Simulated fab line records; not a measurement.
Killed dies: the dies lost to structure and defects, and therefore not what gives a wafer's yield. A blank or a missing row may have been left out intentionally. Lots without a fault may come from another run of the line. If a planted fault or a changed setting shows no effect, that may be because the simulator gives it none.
Which tool was responsible? / flow sky130 / Sampling: 11 lots, 33 wafers, 4 of 708 route steps

WHAT THE GAUGES SHOWED, per wafer
SKY_POLY_GATE_THK_MEAS_04.
lot=L161; measured=day 15 14:56; on=film metro-01; POLY_GATE_CVD_03_THK (nm)=74.9 74.6 75.8
lot=L162; measured=day 16 02:59; on=film metro-01; POLY_GATE_CVD_03_THK (nm)=74.4 74.3 74.2
lot=L163; measured=day 16 12:08; on=film metro-01; POLY_GATE_CVD_03_THK (nm)=76.2 75.3 75.5
lot=L165; measured=day 17 02:07; on=film metro-04; POLY_GATE_CVD_03_THK (nm)=75.2 75.8 75.7
lot=L168; measured=day 18 18:44; on=film metro-04; POLY_GATE_CVD_03_THK (nm)=75.6 76.3 75.8
lot=L169; measured=day 19 06:43; on=film metro-04; POLY_GATE_CVD_03_THK (nm)=75.7 75.5 75.5
lot=L170; measured=day 19 05:22; on=film metro-02; POLY_GATE_CVD_03_THK (nm)=76.9 77.2 77.0
lot=L173; measured=day 20 04:52; on=film metro-01; POLY_GATE_CVD_03_THK (nm)=75.5 75.8 75.5
lot=L178; measured=day 22 00:03; on=film metro-04; POLY_GATE_CVD_03_THK (nm)=74.9 74.6 74.9
lot=L181; measured=day 22 18:23; on=film metro-01; POLY_GATE_CVD_03_THK (nm)=74.1 74.1 74.0
lot=L182; measured=day 23 05:40; on=film metro-01; POLY_GATE_CVD_03_THK (nm)=75.7 75.7 75.4

SKY_POLY_GATE_THK_MEAS_21.
lot=L161; measured=day 16 20:31; on=film metro-02; POLY_GATE_OXIDATION_THK (nm)=4.03 4.03 4.05
lot=L162; measured=day 17 09:21; on=film metro-02; POLY_GATE_OXIDATION_THK (nm)=4.01 3.99 4.16
lot=L163; measured=day 17 19:02; on=film metro-02; POLY_GATE_OXIDATION_THK (nm)=3.96 3.97 4.05
lot=L165; measured=day 18 09:26; on=film metro-02; POLY_GATE_OXIDATION_THK (nm)=3.99 3.97 4.01
lot=L168; measured=day 20 04:43; on=film metro-02; POLY_GATE_OXIDATION_THK (nm)=3.93 3.89 3.91
lot=L169; measured=day 20 16:22; on=film metro-01; POLY_GATE_OXIDATION_THK (nm)=6.35 6.44 6.40
lot=L170; measured=day 20 16:23; on=film metro-02; POLY_GATE_OXIDATION_THK (nm)=6.36 6.35 6.45
lot=L173; measured=day 21 13:28; on=film metro-04; POLY_GATE_OXIDATION_THK (nm)=6.37 6.44 6.30
lot=L178; measured=day 23 08:01; on=film metro-04; POLY_GATE_OXIDATION_THK (nm)=4.01 4.07 4.02
lot=L181; measured=day 24 03:15; on=film metro-04; POLY_GATE_OXIDATION_THK (nm)=3.98 4.05 4.01
lot=L182; measured=day 24 13:34; on=film metro-01; POLY_GATE_OXIDATION_THK (nm)=3.96 3.98 4.06

WHAT TOOL EACH LOT RAN ON (gives the tool, then ch and the chambers of the sampled wafers, and finally the start)
lot=L161; SKY_DNWELL_STRIP_08=plasma asher-04 ch 0,1, day 3 14:40; SKY_POLY_GATE_OXIDATION_20=furnace-02 ch 0, day 16 19:15
lot=L162; SKY_DNWELL_STRIP_08=plasma asher-01 ch 0,1, day 3 19:05; SKY_POLY_GATE_OXIDATION_20=furnace-01 ch 0, day 17 08:06
lot=L163; SKY_DNWELL_STRIP_08=plasma asher-02 ch 0,1, day 4 02:53; SKY_POLY_GATE_OXIDATION_20=furnace-01 ch 0, day 17 17:45
lot=L165; SKY_DNWELL_STRIP_08=plasma asher-01 ch 0, day 4 10:41; SKY_POLY_GATE_OXIDATION_20=furnace-01 ch 0, day 18 08:11
lot=L168; SKY_DNWELL_STRIP_08=plasma asher-04 ch 0, day 5 10:58; SKY_POLY_GATE_OXIDATION_20=furnace-02 ch 0, day 20 03:28
lot=L169; SKY_DNWELL_STRIP_08=plasma asher-04 ch 0,1, day 5 16:32; SKY_POLY_GATE_OXIDATION_20=furnace-01 ch 0, day 20 15:07
lot=L170; SKY_DNWELL_STRIP_08=plasma asher-02 ch 0,1, day 5 20:04; SKY_POLY_GATE_OXIDATION_20=furnace-01 ch 0, day 20 15:07
lot=L173; SKY_DNWELL_STRIP_08=plasma asher-02 ch 0,1, day 6 07:00; SKY_POLY_GATE_OXIDATION_20=furnace-01 ch 0, day 21 12:12
lot=L178; SKY_DNWELL_STRIP_08=plasma asher-04 ch 0,1, day 7 09:46; SKY_POLY_GATE_OXIDATION_20=furnace-02 ch 0, day 23 06:45
lot=L181; SKY_DNWELL_STRIP_08=plasma asher-04 ch 0,1, day 8 02:14; SKY_POLY_GATE_OXIDATION_20=furnace-02 ch 0, day 24 02:00
lot=L182; SKY_DNWELL_STRIP_08=plasma asher-04 ch 0,1, day 8 10:23; SKY_POLY_GATE_OXIDATION_20=furnace-01 ch 0, day 24 12:18
- SKY_DNWELL_STRIP_08: strips in O2/N2.
- SKY_POLY_GATE_OXIDATION_20: stabilise 600 s, purge 300 s, target thk 4 nm.

AS READ BY THE TOOLS THEMSELVES (means over the sampled wafers that have a number; for cases with no such wafer, the mark the record gives instead)
SKY_DNWELL_STRIP_08.
lot=L161; tool=plasma asher-04; drypump motor current A (A)=5.4; oes product au (a.u.)=0.721; strip time to endpoint s (s)=36.92
lot=L162; tool=plasma asher-01; drypump motor current A (A)=5.6; oes product au (a.u.)=0.725; strip time to endpoint s (s)=36.94
lot=L163; tool=plasma asher-02; drypump motor current A (A)=5.7; oes product au (a.u.)=0.721; strip time to endpoint s (s)=36.97
lot=L165; tool=plasma asher-01; drypump motor current A (A)=5.6; oes product au (a.u.)=0.728; strip time to endpoint s (s)=36.84
lot=L168; tool=plasma asher-04; drypump motor current A (A)=5.0; oes product au (a.u.)=0.724; strip time to endpoint s (s)=36.99
lot=L169; tool=plasma asher-04; drypump motor current A (A)=5.2; oes product au (a.u.)=0.722; strip time to endpoint s (s)=37.05
lot=L170; tool=plasma asher-02; drypump motor current A (A)=5.6; oes product au (a.u.)=0.719; strip time to endpoint s (s)=37.04
lot=L173; tool=plasma asher-02; drypump motor current A (A)=6.1; oes product au (a.u.)=0.724; strip time to endpoint s (s)=36.90
lot=L178; tool=plasma asher-04; drypump motor current A (A)=5.2; oes product au (a.u.)=0.720; strip time to endpoint s (s)=36.93
lot=L181; tool=plasma asher-04; drypump motor current A (A)=5.2; oes product au (a.u.)=0.722; strip time to endpoint s (s)=36.77
lot=L182; tool=plasma asher-04; drypump motor current A (A)=5.2; oes product au (a.u.)=0.725; strip time to endpoint s (s)=36.80

SKY_POLY_GATE_OXIDATION_20.
lot=L161; tool=furnace-02; spike tc bottom C (C)=870.2; spike tc centre C (C)=850.8; spike tc lower C (C)=851.4; spike tc top C (C)=866.7; spike tc upper C (C)=849.1; zone power centre pct (%)=17.6; zone power lower pct (%)=16.03; zone power top pct (%)=26.6; zone power upper pct (%)=15.97
lot=L162; tool=furnace-01; spike tc bottom C (C)=871.5; spike tc centre C (C)=850.7; spike tc lower C (C)=850.3; spike tc top C (C)=865.3; spike tc upper C (C)=849.8; zone power centre pct (%)=15.4; zone power lower pct (%)=16.49; zone power top pct (%)=27.3; zone power upper pct (%)=15.86
lot=L163; tool=furnace-01; spike tc bottom C (C)=871.4; spike tc centre C (C)=851.1; spike tc lower C (C)=851.4; spike tc top C (C)=864.9; spike tc upper C (C)=848.8; zone power centre pct (%)=15.6; zone power lower pct (%)=16.30; zone power top pct (%)=27.4; zone power upper pct (%)=15.93
lot=L165; tool=furnace-01; spike tc bottom C (C)=871.2; spike tc centre C (C)=851.2; spike tc lower C (C)=850.7; spike tc top C (C)=864.5; spike tc upper C (C)=850.0; zone power centre pct (%)=15.5; zone power lower pct (%)=16.36; zone power top pct (%)=27.3; zone power upper pct (%)=15.88
lot=L168; tool=furnace-02; spike tc bottom C (C)=869.2; spike tc centre C (C)=850.7; spike tc lower C (C)=851.4; spike tc top C (C)=867.5; spike tc upper C (C)=849.4; zone power centre pct (%)=17.5; zone power lower pct (%)=15.98; zone power top pct (%)=26.5; zone power upper pct (%)=16.01
lot=L169; tool=furnace-01; spike tc bottom C (C)=909.3; spike tc centre C (C)=889.0; spike tc lower C (C)=887.9; spike tc top C (C)=902.0; spike tc upper C (C)=887.8; zone power centre pct (%)=16.9; zone power lower pct (%)=17.93; zone power top pct (%)=29.2; zone power upper pct (%)=17.37
lot=L170; tool=furnace-01; spike tc bottom C (C)=909.0; spike tc centre C (C)=889.0; spike tc lower C (C)=889.1; spike tc top C (C)=902.5; spike tc upper C (C)=888.9; zone power centre pct (%)=16.9; zone power lower pct (%)=17.92; zone power top pct (%)=29.1; zone power upper pct (%)=17.48
lot=L173; tool=furnace-01; spike tc bottom C (C)=908.9; spike tc centre C (C)=889.5; spike tc lower C (C)=889.5; spike tc top C (C)=902.5; spike tc upper C (C)=888.2; zone power centre pct (%)=16.8; zone power lower pct (%)=17.72; zone power top pct (%)=29.2; zone power upper pct (%)=17.33
lot=L178; tool=furnace-02; spike tc bottom C (C)=868.8; spike tc centre C (C)=850.2; spike tc lower C (C)=851.6; spike tc top C (C)=866.5; spike tc upper C (C)=848.9; zone power centre pct (%)=17.6; zone power lower pct (%)=16.08; zone power top pct (%)=26.7; zone power upper pct (%)=16.02
lot=L181; tool=furnace-02; spike tc bottom C (C)=869.4; spike tc centre C (C)=850.2; spike tc lower C (C)=851.5; spike tc top C (C)=867.7; spike tc upper C (C)=849.7; zone power centre pct (%)=17.6; zone power lower pct (%)=16.06; zone power top pct (%)=26.5; zone power upper pct (%)=15.91
lot=L182; tool=furnace-01; spike tc bottom C (C)=872.7; spike tc centre C (C)=850.5; spike tc lower C (C)=849.2; spike tc top C (C)=864.6; spike tc upper C (C)=849.4; zone power centre pct (%)=15.5; zone power lower pct (%)=16.46; zone power top pct (%)=27.5; zone power upper pct (%)=15.90

THE ANSWER, worked out from the rows above alone
Rule: what is usual is taken from the lots themselves. The widest of any qualifying gaps counts: lots, ordered by their means at a reading, are off when they make up no more than a third of the lots, leave a main group of 4 or more, and stand apart from it by 3 or more times the standard deviation of that group's means. If all means in a main group match to the digits the tables above print for the reading, that group is not used. Also off: a lot with no number at a reading for which 4 or more lots have one. The other lots that the step has rows for count as sound. After the gauges, taken in route order, come the tools' own readings; for these a lot's mean is taken, as printed above. The first step at which some lot is off is used, and at that step the reading that is off furthest; a lot without a number counts as furthest.
Off: L169, L170, L173, at SKY_POLY_GATE_THK_MEAS_21 (POLY_GATE_OXIDATION_THK). Main group: mean 4.00 nm, sd 0.041.
If a tool, at a process step before that reading, ran all the lots that are off and no sound lot after the first of them, it fits. The gauges at SKY_POLY_GATE_THK_MEAS_21 aren't tried: what is off there is off at SKY_POLY_GATE_OXIDATION_20 too, on other tools, and a gauge's error can't cause that. No candidate that was tried fits.

WHAT HAD BEEN PUT IN BY THE SIMULATOR
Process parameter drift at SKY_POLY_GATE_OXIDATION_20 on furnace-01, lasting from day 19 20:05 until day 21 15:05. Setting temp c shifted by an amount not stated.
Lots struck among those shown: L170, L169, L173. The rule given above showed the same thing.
